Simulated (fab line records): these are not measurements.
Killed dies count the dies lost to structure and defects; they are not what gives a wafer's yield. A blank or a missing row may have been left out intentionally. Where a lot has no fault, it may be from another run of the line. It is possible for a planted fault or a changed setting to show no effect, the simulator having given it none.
Which tool was responsible? | flow gf180mcu | 13 lots, 39 wafers sampled, at 5 steps of a route of 602

== WHAT THE GAUGES SHOWED, per wafer ==
GF_STI_THK_MEAS_22.
lot  | measured    | on            | STI_OXIDATION_01_THK (nm)
L688 | day 2 08:29 | film metro-01 | 14.63 14.60 14.89
L689 | day 2 14:39 | film metro-03 | 15.37 15.22 15.46
L690 | day 2 19:22 | film metro-01 | 15.20 15.22 15.03
L691 | day 3 00:26 | film metro-03 | 14.60 14.74 14.87
L692 | day 3 06:12 | film metro-03 | 14.82 14.70 14.54
L693 | day 3 10:26 | film metro-03 | 14.48 14.60 14.80
L694 | day 3 15:56 | film metro-04 | 15.10 14.97 15.05
L696 | day 4 02:41 | film metro-01 | 14.57 14.29 14.81
L698 | day 4 12:19 | film metro-03 | 14.97 15.14 14.96
L699 | day 4 19:57 | film metro-01 | 14.56 14.54 14.74
L702 | day 5 09:36 | film metro-03 | 14.83 14.95 14.99
L705 | day 6 01:17 | film metro-01 | 14.92 14.83 14.98
L707 | day 6 11:08 | film metro-03 | 15.01 15.25 15.21

GF_MVPSD_TW_MEAS_11.
lot  | measured     | on            | MVPSD_TW
L688 | day 5 10:46  | film metro-04 | 552 555 552
L689 | day 5 15:53  | film metro-01 | 548 550 550
L690 | day 5 22:29  | film metro-02 | 552 552 550
L691 | day 6 03:44  | film metro-01 | 550 547 548
L692 | day 6 11:32  | film metro-01 | 548 550 549
L693 | day 6 16:31  | film metro-02 | 550 552 549
L694 | day 6 22:49  | film metro-04 | 556 552 553
L696 | day 7 10:28  | film metro-01 | 549 547 548
L698 | day 7 21:22  | film metro-01 | 545 546 546
L699 | day 8 06:41  | film metro-02 | 549 548 549
L702 | day 8 23:01  | film metro-01 | 543 550 547
L705 | day 9 16:16  | film metro-04 | 553 555 556
L707 | day 10 04:25 | film metro-02 | 550 549 549

GF_VT_IMPLANT_RS_MEAS_49: measurement is done with a four-point probe.
lot  | measured     | on            | MVPSD_RS (ohm/sq)
L688 | day 8 03:08  | film metro-02 | 1171 1171 1170
L689 | day 8 10:36  | film metro-01 | 1163 1163 1163
L690 | day 8 16:44  | film metro-04 | 1171 1173 1176
L691 | day 8 21:23  | film metro-04 | 1171 1172 1171
L692 | day 9 06:33  | film metro-02 | 1171 1171 1174
L693 | day 9 13:17  | film metro-02 | 1171 1170 1170
L694 | day 9 20:54  | film metro-02 | 1172 1178 1173
L696 | day 10 09:25 | film metro-01 | 1163 1163 1161
L698 | day 10 20:02 | film metro-01 | 1165 1168 1166
L699 | day 11 07:05 | film metro-04 | 1173 1175 1175
L702 | day 12 02:01 | film metro-02 | 1172 1170 1172
L705 | day 12 21:39 | film metro-02 | 1186 1186 1186
L707 | day 13 12:47 | film metro-04 | 1181 1184 1184

== TOOL THAT RAN EACH LOT (tool first, then ch and the chambers of the sampled wafers, then the start) ==
lot  | GF_MVPSD_IMPLANT_08             | GF_VT_IMPLANT_STRIP_20
L688 | implanter-02 ch 0, day 5 10:22  | plasma asher-03 ch 0,1, day 6 18:04
L689 | implanter-03 ch 0, day 5 15:22  | plasma asher-03 ch 0,1, day 6 23:22
L690 | implanter-03 ch 0, day 5 22:07  | plasma asher-03 ch 0,1, day 7 06:42
L691 | implanter-03 ch 0, day 6 03:22  | plasma asher-03 ch 0,1, day 7 11:05
L692 | implanter-03 ch 0, day 6 11:09  | plasma asher-01 ch 0, day 7 19:37
L693 | implanter-02 ch 0, day 6 16:07  | plasma asher-01 ch 0,1, day 8 02:19
L694 | implanter-01 ch 0, day 6 22:25  | plasma asher-04 ch 0,1, day 8 08:58
L696 | implanter-02 ch 0, day 7 10:05  | plasma asher-03 ch 1, day 8 20:22
L698 | implanter-02 ch 0, day 7 20:58  | plasma asher-04 ch 0,1, day 9 07:16
L699 | implanter-01 ch 0, day 8 06:19  | plasma asher-03 ch 0,1, day 9 17:39
L702 | implanter-03 ch 0, day 8 22:38  | plasma asher-04 ch 0,1, day 10 11:28
L705 | implanter-03 ch 0, day 9 15:52  | plasma asher-01 ch 0,1, day 11 05:46
L707 | implanter-03 ch 0, day 10 04:01 | plasma asher-03 ch 0,1, day 11 18:52
- GF_MVPSD_IMPLANT_08
- GF_VT_IMPLANT_STRIP_20: strips in O2/N2.

== WHAT THE TOOLS THEMSELVES READ (means of the sampled wafers that have a number; where no wafer has one, the mark that the record gives instead) ==
GF_MVPSD_IMPLANT_08.
lot  | tool         | beam energy keV | dose ions cm2
L688 | implanter-02 | 169.98          | 1.4989e+13
L689 | implanter-03 | 170.02          | 1.4995e+13
L690 | implanter-03 | 170.00          | 1.4996e+13
L691 | implanter-03 | 169.92          | 1.4999e+13
L692 | implanter-03 | 170.01          | 1.4989e+13
L693 | implanter-02 | 170.06          | 1.4991e+13
L694 | implanter-01 | 169.99          | 1.4997e+13
L696 | implanter-02 | 169.99          | 1.4999e+13
L698 | implanter-02 | 170.04          | 1.5012e+13
L699 | implanter-01 | 170.00          | 1.5007e+13
L702 | implanter-03 | 169.98          | 1.4986e+13
L705 | implanter-03 | 158.23          | 1.4978e+13
L707 | implanter-03 | 158.24          | 1.4998e+13

GF_VT_IMPLANT_STRIP_20.
lot  | tool            | drypump motor current A (A) | heater power w (W) | oes product au (a.u.) | strip time to endpoint s (s)
L688 | plasma asher-03 | 5.66                        | 311                | 0.713                 | 12.67
L689 | plasma asher-03 | 5.65                        | 308                | 0.714                 | 12.65
L690 | plasma asher-03 | 5.58                        | 292                | 0.715                 | 12.62
L691 | plasma asher-03 | 5.65                        | 308                | 0.718                 | 12.64
L692 | plasma asher-01 | 5.58                        | 377                | 0.715                 | 12.63
L693 | plasma asher-01 | 5.37                        | 346                | 0.715                 | 12.63
L694 | plasma asher-04 | 5.59                        | 310                | 0.712                 | 12.63
L696 | plasma asher-03 | 5.52                        | 278                | 0.715                 | 12.63
L698 | plasma asher-04 | 5.57                        | 310                | 0.716                 | 12.64
L699 | plasma asher-03 | 5.65                        | 318                | 0.721                 | 12.63
L702 | plasma asher-04 | 5.54                        | 326                | 0.715                 | 12.68
L705 | plasma asher-01 | 5.47                        | 369                | 0.715                 | 12.67
L707 | plasma asher-03 | 5.58                        | 297                | 0.713                 | 12.65

== THE ANSWER, worked out from the rows above alone ==
Rule: the usual values come from the lots themselves. Put in order of their means at a reading, lots are off if they are a third of the lots or fewer, leave a main group of 4 or more, and stand apart from it by a gap of 3 or more times the standard deviation of the main group's means; of several such gaps the widest counts. Not used: any main group whose means are identical at the precision the tables above print for the reading. A lot without any number at a reading at which 4 lots or more have one is off too. Any other lot the step has rows for is counted as sound. Order of review: gauges by route order, followed by the tools' own readings, for which a lot's mean as printed above is used. At the first step where some lot is off, the reading lying furthest off is the one used; lots without a number count as furthest.
Off: L705, L707, at GF_MVPSD_IMPLANT_08 (beam energy keV). The main group has a mean of 170.00 with a standard deviation of 0.034.
If a tool, at that step or one of the process steps before it, ran each lot that is off and ran no sound lot following the first of them, it fits. One candidate fits, namely implanter-03 at GF_MVPSD_IMPLANT_08. A fault onset in the window from L702 (day 8 22:38, its last sound lot) to L705 (day 9 15:52, its first lot off) fits.
On the lots that are off, the tool's own readings at GF_MVPSD_IMPLANT_08 differ by more than 5 times the standard deviation of the sound lots' means, which bears it out; beam energy keV reads 158.24 there versus 170.00 on the sound lots.

== WHAT THE SIMULATOR PUT IN ==
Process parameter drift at GF_MVPSD_IMPLANT_08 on implanter-03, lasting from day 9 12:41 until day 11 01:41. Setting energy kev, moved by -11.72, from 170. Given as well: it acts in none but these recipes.
Struck lots among those shown: L705, L707. Same finding as the rule above.
